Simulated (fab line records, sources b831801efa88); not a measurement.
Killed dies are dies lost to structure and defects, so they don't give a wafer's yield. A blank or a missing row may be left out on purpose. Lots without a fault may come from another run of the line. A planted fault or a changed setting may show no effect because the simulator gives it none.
Problem report in the 8D (eight disciplines) form, filled by code | flow gf180mcu | the parts of the form that need people (team, actions taken, sign-off) are left out

1. THE PROBLEM
heater_power_total_W at GF_CONTACT_PEB_12 reads a mean of 84.22 W on 6 wafers of 2 lots; wafers without a fault read 85.70 W with a standard deviation of 0.078. That is -19 standard deviations from the usual mean.
The step: peb time 90 s.
First seen on wafer L435.1, day 21 13:56, on litho_track-01. The record holds 42 wafers of 14 lots with a number at this step. Rule for "out", or "out of limits": more than 4 standard deviations from the usual mean. The other wafers with a number count as sound.

2. WHAT IT IS AND WHAT IT IS NOT
question                    | is                                 | is not
which readings at this step | heater_power_total_W, plate_temp_C | -
which lots                  | L435, L437                         | L420, L421, L423, L425, L426, L427, L431, L432, L433, L434, L436, L441
which wafers of those lots  | all that have a number             | -
read on which tools         | litho_track-01                     | litho_track-02, litho_track-03
when                        | from day 21 13:56                  | up to then (30 sound wafers); but 6 sound wafers of L436, L441 came after

3. SUSPECTS, AND WHAT RULES EACH OUT
Counting: a tool at a process step up to the reading stays a suspect if it ran every lot that is out and no sound lot after the first of them.
- litho_track-01 at GF_CONTACT_PEB_12 (peb time 90 s): kept. It ran every lot that is out, first L435 (day 21 13:56), and no sound lot after that; its last sound lot up to then is L433 (day 20 21:08). Its own readings are out on those wafers: heater_power_total_W, plate_temp_C.
Left after counting: litho_track-01 at GF_CONTACT_PEB_12.

4. THE CAUSE (what the simulator had put in)
Process parameter drift: litho_track-01, from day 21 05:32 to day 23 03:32, at GF_CONTACT_PEB_12. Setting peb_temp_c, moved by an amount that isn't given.
Counting left only this tool.

5. THE CHAIN OF EFFECTS, in route order
Each row: a reading whose mean over the struck wafers that have a number lies more than 3 standard deviations from the usual. Only readings for which the record gives a usual standard deviation are gone through. hours: the time from each lot's start at the first step in this table that gives one to its start at this step, as a median over the lots. sigmas: the change in usual standard deviations.
hours | step                  | reading              | usual    | on struck wafers | change | sigmas
0     | GF_CONTACT_PEB_12     | heater_power_total_W | 85.70 W  | 84.22            | -1.48  | -19
0     | GF_CONTACT_PEB_12     | plate_temp_C         | 135.02 C | 132.97           | -2.05  | -15
0     | GF_CONTACT_CD_MEAS_14 | cd_nm                | 220.0 nm | 215.4            | -4.6   | -3.0
The process steps in it:
- GF_CONTACT_PEB_12: peb time 90 s.
Later measuring or inspecting steps at which every struck wafer that the step has a row for has a number for every such reading, and none has moved that far: GF_M1_CD_MEAS_14, GF_M1_OVL_MEAS_15.

6. WHAT WOULD HAVE CAUGHT IT SOONER
In this record the first reading out of limits was taken at day 21 13:56, 8 hours after the fault began at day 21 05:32.
